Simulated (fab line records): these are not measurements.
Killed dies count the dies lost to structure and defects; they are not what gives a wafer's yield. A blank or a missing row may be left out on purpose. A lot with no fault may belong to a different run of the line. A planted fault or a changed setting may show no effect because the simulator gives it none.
Problem report in the 8D (eight disciplines) form, filled by code :: flow gf180mcu :: the parts of the form that need people (team, actions taken, sign-off) are left out

1. WHAT IS WRONG
HV_LDD_2_TW at GF_HV_LDD_TW_MEAS_23 reads a mean of 1158 on 6 wafers of 2 lots; wafers without a fault read 1056 with a standard deviation of 12. That puts it +8.5 standard deviations away from the usual mean.
Seen first at day 13 08:50 on filmMetro-04, wafer L296.2. Wafers with a number at this step in the record: 42, from 14 lots. The rule behind "out" and "out of limits": a value lying over 4 standard deviations away from the usual mean. The rest of the wafers with a number are treated as sound.

2. WHAT IT IS, AND WHAT IT ISN'T
question: which readings at this step
is: HV_LDD_2_TW
is not: -

question: which lots
is: L296, L297
is not: L288, L289, L290, L300, L303, L304, L305, L306, L307, L309, L310, L311

question: which wafers of those lots
is: all that have a number
is not: -

question: read on which gauges
is: filmMetro-04
is not: filmMetro-01, filmMetro-02

question: when
is: from day 13 08:50
is not: up to then (9 sound wafers); but 27 sound wafers of L300, L303, L304, L305, L306, L307, L309, L310, L311 came after

3. WHAT RULES OUT EACH SUSPECT
Counting: a tool at any process step up to the reading remains a suspect when it ran all the lots that are out and ran no sound lot after the first of those.
- the gauge at GF_HV_LDD_TW_MEAS_23: ruled out. All the wafers that are out were read on filmMetro-04, but those of them that GF_HV_LDD_IMPLANT_21 has rows for are out there too, on other tools.
- implanter-02 at GF_HV_LDD_IMPLANT_21: kept. Every lot that is out went through it, starting with L296 (day 13 08:26), and after that it ran no sound lot; the last sound lot it ran before then is L290 (day 11 12:30). Its own readings are out on those wafers: beamEnergyKeV.
The count leaves implanter-02 at GF_HV_LDD_IMPLANT_21.

4. THE CAUSE (what the simulator had put in)
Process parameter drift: implanter-02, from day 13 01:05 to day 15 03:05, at GF_HV_LDD_IMPLANT_21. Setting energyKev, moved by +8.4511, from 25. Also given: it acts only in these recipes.
Only this tool survived the counting.

5. SEQUENCE OF EFFECTS, ordered by route
Each row: a reading where the mean over the struck wafers with a number is more than 3 standard deviations away from the usual. Readings are gone through only where the record gives a usual standard deviation; hours: the median, over the lots, of the time from a lot's start at the first step in this table giving one to that lot's start at this step; sigmas: the change measured in usual standard deviations.
hours: 0
step: GF_HV_LDD_IMPLANT_21
reading: beamEnergyKeV
usual: 25.001
on struck wafers: 33.447
change: +8.446
sigmas: +99 or more

hours: 0
step: GF_HV_LDD_TW_MEAS_23
reading: HV_LDD_2_TW
usual: 1056
on struck wafers: 1158
change: +102
sigmas: +8.5
It contains these process steps:
- GF_HV_LDD_IMPLANT_21
Later steps that measure or inspect, where all struck wafers having a row at the step show a number for every such reading and not one has moved that far: GF_HV_LDD_OVL_MEAS_47.

6. WHAT WOULD HAVE CAUGHT IT SOONER
The first out-of-limits reading at a measuring or inspecting step in this record came at day 13 08:50, 8 hours after the fault's start at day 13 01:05.
The tool's own readings at GF_HV_LDD_IMPLANT_21 were out on every struck wafer that the step has a row for (beamEnergyKeV): an alarm limit on them would have fired on the first of those.
Lots out: 2; of these, L297 started GF_HV_LDD_IMPLANT_21 on implanter-02 after day 13 08:50. A tool hold placed at that time would have kept it from harm.
